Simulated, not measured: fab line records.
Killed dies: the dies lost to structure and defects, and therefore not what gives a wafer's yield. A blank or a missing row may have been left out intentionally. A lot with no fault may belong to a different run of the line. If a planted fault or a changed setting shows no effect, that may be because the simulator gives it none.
Which tool did it? + flow gf180mcu + route of 602 steps, sampled at 1 step: 6 lots, 18 wafers

== WHAT THE GAUGES READ, wafer by wafer ==
GF_M2_THK_MEAS_06: measures by xrf.
| lot  | measured     | on            | M2_ALCU_THK (nm) |
|------|--------------|---------------|------------------|
| L642 | day 18 15:18 | film_metro-02 | 447 446 443      |
| L645 | day 20 03:57 | film_metro-01 | 447 447 453      |
| L647 | day 20 16:32 | film_metro-01 | 445 444 446      |
| L650 | day 22 00:53 | film_metro-01 | 453 451 445      |
| L655 | day 23 15:40 | film_metro-02 | 460 463 455      |
| L662 | day 26 01:14 | film_metro-01 | 455 453 455      |

== WHAT TOOL EACH LOT RAN ON (gives the tool, then ch and the chambers of the sampled wafers, and finally the start) ==
The record shows no process step preceding these readings.

== THE ANSWER, worked out from the rows above alone ==
Rule: the lots themselves supply what counts as usual. The widest of any qualifying gaps counts: lots, ordered by their means at a reading, are off when they make up no more than a third of the lots, leave a main group of 4 or more, and stand apart from it by 3 or more times the standard deviation of that group's means. A main group is skipped when, at the precision printed for the reading in the tables above, its means are all equal. A lot without any number at a reading at which 4 lots or more have one is off too. Where the step has rows for the other lots, those lots are counted as sound.
No lot is off at any reading shown: from this, nothing can be told.

== WHAT THE SIMULATOR HAD INSERTED ==
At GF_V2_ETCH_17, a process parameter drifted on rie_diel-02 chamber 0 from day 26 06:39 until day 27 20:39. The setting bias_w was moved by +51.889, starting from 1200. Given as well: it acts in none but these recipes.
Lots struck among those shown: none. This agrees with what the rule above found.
